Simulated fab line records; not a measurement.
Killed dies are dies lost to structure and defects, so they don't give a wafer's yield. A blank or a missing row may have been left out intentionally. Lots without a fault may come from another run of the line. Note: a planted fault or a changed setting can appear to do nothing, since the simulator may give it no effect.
Which of the tools did it? -- flow sky130 -- 39 wafers from 13 lots sampled at 4 of the route's 708 steps

== WHAT THE GAUGES READ, wafer by wafer ==
SKY_VIA4_THK_MEAS_20: measures by xrf. Usual: VIA4_W_THK gives 509 nm (standard deviation 7.3).
lot,measured,on,VIA4_W_THK (nm),flag
L716,day 43 17:46,film_metro-01,519 501 512,
L717,day 44 05:16,film_metro-03,494 502 506,
L718,day 44 09:52,film_metro-01,511 500 498,
L720,day 45 08:12,film_metro-02,510 517 520,
L721,day 45 12:17,film_metro-01,525 521 523,
L722,day 45 18:26,film_metro-03,506 512 506,
L723,day 45 20:00,film_metro-02,509 510 507,
L727,day 46 18:02,film_metro-01,514 503 507,
L730,day 47 11:19,film_metro-03,514 522 521,
L733,day 47 21:32,film_metro-01,516 511 509,
L735,day 48 11:11,film_metro-03,520 512 506,
L737,day 48 16:46,film_metro-03,509 516 521,
L738,day 49 01:28,film_metro-01,513 515 515,

SKY_METAL5_THK_MEAS_06: measures by xrf. Usual: METAL5_ALCU_THK gives 1155 nm (standard deviation 13).
lot,measured,on,METAL5_ALCU_THK (nm),flag
L716,day 43 18:40,film_metro-03,1165 1162 1145,
L717,day 44 05:55,film_metro-04,1152 1165 1158,
L718,day 44 10:42,film_metro-03,1167 1167 1169,
L720,day 45 08:53,film_metro-03,1157 1152 1157,
L721,day 45 13:03,film_metro-03,1160 1172 1149,
L722,day 45 19:12,film_metro-04,1168 1169 1159,
L723,day 45 20:39,film_metro-01,1149 1156 1157,
L727,day 46 18:42,film_metro-03,1176 1162 1173,
L730,day 47 11:58,film_metro-01,1146 1142 1143,
L733,day 47 22:10,film_metro-01,1162 1168 1163,
L735,day 48 11:50,film_metro-04,1146 1164 1158,
L737,day 48 17:25,film_metro-03,1131 1142 1137,
L738,day 49 02:07,film_metro-03,1146 1156 1174,

== WHAT TOOL EACH LOT RAN ON (gives the tool, then ch and the chambers of the sampled wafers, and finally the start) ==
lot,SKY_METAL3_SPUTTER_03,SKY_CAP2M_CVD_00
L716,"pvd_sputter-01, day 37 03:53","pecvd-02 ch 0,2, day 40 13:40"
L717,"pvd_sputter-01, day 37 16:46","pecvd-04 ch 1,2, day 41 01:25"
L718,"pvd_sputter-04, day 37 21:19","pecvd-01 ch 0,1, day 41 05:40"
L720,"pvd_sputter-01, day 38 23:21","pecvd-04 ch 0,1,2, day 42 06:47"
L721,"pvd_sputter-01, day 39 04:23","pecvd-04 ch 1,2, day 42 11:46"
L722,"pvd_sputter-02, day 39 09:35","pecvd-04 ch 2, day 42 16:56"
L723,"pvd_sputter-01, day 39 13:03","pecvd-04 ch 0,2, day 42 18:33"
L727,"pvd_sputter-01, day 40 12:04","pecvd-01 ch 0,1, day 43 18:31"
L730,"pvd_sputter-01, day 41 08:35","pecvd-02 ch 0,1,2, day 44 13:47"
L733,"pvd_sputter-01, day 42 00:13","pecvd-01 ch 1,2, day 45 02:13"
L735,"pvd_sputter-02, day 42 14:11","pecvd-04 ch 1,2, day 45 17:20"
L737,"pvd_sputter-02, day 42 23:59","pecvd-02 ch 0,1,2, day 45 23:53"
L738,"pvd_sputter-04, day 43 08:42","pecvd-04 ch 0,1,2, day 46 09:35"
- SKY_METAL3_SPUTTER_03: material Ti, target thk 5 nm, time 3.3 s.
- SKY_CAP2M_CVD_00: deposits SiO2, target thk 15.5 nm.

== AS READ BY THE TOOLS THEMSELVES (means over the sampled wafers that have a number; for cases with no such wafer, the mark the record gives instead) ==
SKY_METAL3_SPUTTER_03. Usual: throttle_valve_pct 29.9 %, standard deviation 1.4.
lot,tool,throttle_valve_pct (%),flag
L716,pvd_sputter-01,30.0,
L717,pvd_sputter-01,28.6,
L718,pvd_sputter-04,29.8,
L720,pvd_sputter-01,28.6,
L721,pvd_sputter-01,29.6,
L722,pvd_sputter-02,30.1,
L723,pvd_sputter-01,28.7,
L727,pvd_sputter-01,29.4,
L730,pvd_sputter-01,28.7,
L733,pvd_sputter-01,28.9,
L735,pvd_sputter-02,29.8,
L737,pvd_sputter-02,29.9,
L738,pvd_sputter-04,30.7,

SKY_CAP2M_CVD_00. Usual: heater_power_w 697 W, standard deviation 75.
lot,tool,heater_power_w (W),flag
L716,pecvd-02,688,
L717,pecvd-04,709,
L718,pecvd-01,689,
L720,pecvd-04,789,
L721,pecvd-04,683,
L722,pecvd-04,651,
L723,pecvd-04,687,
L727,pecvd-01,680,
L730,pecvd-02,693,
L733,pecvd-01,580,
L735,pecvd-04,684,
L737,pecvd-02,697,
L738,pecvd-04,706,

== THE ANSWER, worked out from the rows above alone ==
Rule: a lot counts as off when the mean over its wafers that have a number is more than 3 standard deviations away from the usual mean. A lot without any number at a reading at which 4 lots or more have one is off too. The other lots that the step has rows for count as sound. Order of review: gauges by route order, followed by the tools' own readings, for which a lot's mean as printed above is used. The first step at which some lot is off is used, and at that step the reading that is off furthest; a lot without a number counts as furthest.
None of the lots is off at any reading shown; this tells nothing.

== WHAT HAD BEEN PUT IN BY THE SIMULATOR ==
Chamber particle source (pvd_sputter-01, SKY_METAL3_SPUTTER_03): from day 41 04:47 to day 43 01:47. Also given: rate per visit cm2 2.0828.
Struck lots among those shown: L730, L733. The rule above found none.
